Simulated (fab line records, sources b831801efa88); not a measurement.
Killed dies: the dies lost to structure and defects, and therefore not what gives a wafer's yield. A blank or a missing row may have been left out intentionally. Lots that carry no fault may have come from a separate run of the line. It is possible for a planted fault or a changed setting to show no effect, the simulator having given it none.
Which tool was responsible? | flow sky130 | at 1 step of a route of 708, 6 lots with 18 wafers sampled

== WHAT THE GAUGES SHOWED, per wafer ==
SKY_NWELL_OVL_MEAS_23.
lot  | measured     | on         | NWELL_01_OVL (nm)
L195 | day 5 14:04  | overlay-01 | 0.4 -0.6 0.5
L198 | day 6 08:00  | overlay-02 | 0.0 1.6 1.0
L201 | day 7 04:14  | overlay-01 | 0.5 0.9 1.7
L203 | day 7 11:01  | overlay-02 | 2.4 -1.0 0.3
L206 | day 8 06:04  | overlay-02 | 1.3 1.8 0.1
L213 | day 10 02:58 | overlay-01 | -1.0 0.6 0.1

== EACH LOT AND THE TOOL THAT RAN IT (in order: tool; ch and the chambers of the sampled wafers; start) ==
No process step before these readings appears in the record.

== THE ANSWER, worked out from the rows above alone ==
Rule: what is usual is taken from the lots themselves. The widest of any qualifying gaps counts: lots, ordered by their means at a reading, are off when they make up no more than a third of the lots, leave a main group of 4 or more, and stand apart from it by 3 or more times the standard deviation of that group's means. Not used: any main group whose means are identical at the precision the tables above print for the reading. A lot without any number at a reading at which 4 lots or more have one is off too. All remaining lots with rows at the step are treated as sound.
No lot is off on any of the readings shown, so nothing can be concluded from this.

== WHAT THE SIMULATOR HAD PUT IN ==
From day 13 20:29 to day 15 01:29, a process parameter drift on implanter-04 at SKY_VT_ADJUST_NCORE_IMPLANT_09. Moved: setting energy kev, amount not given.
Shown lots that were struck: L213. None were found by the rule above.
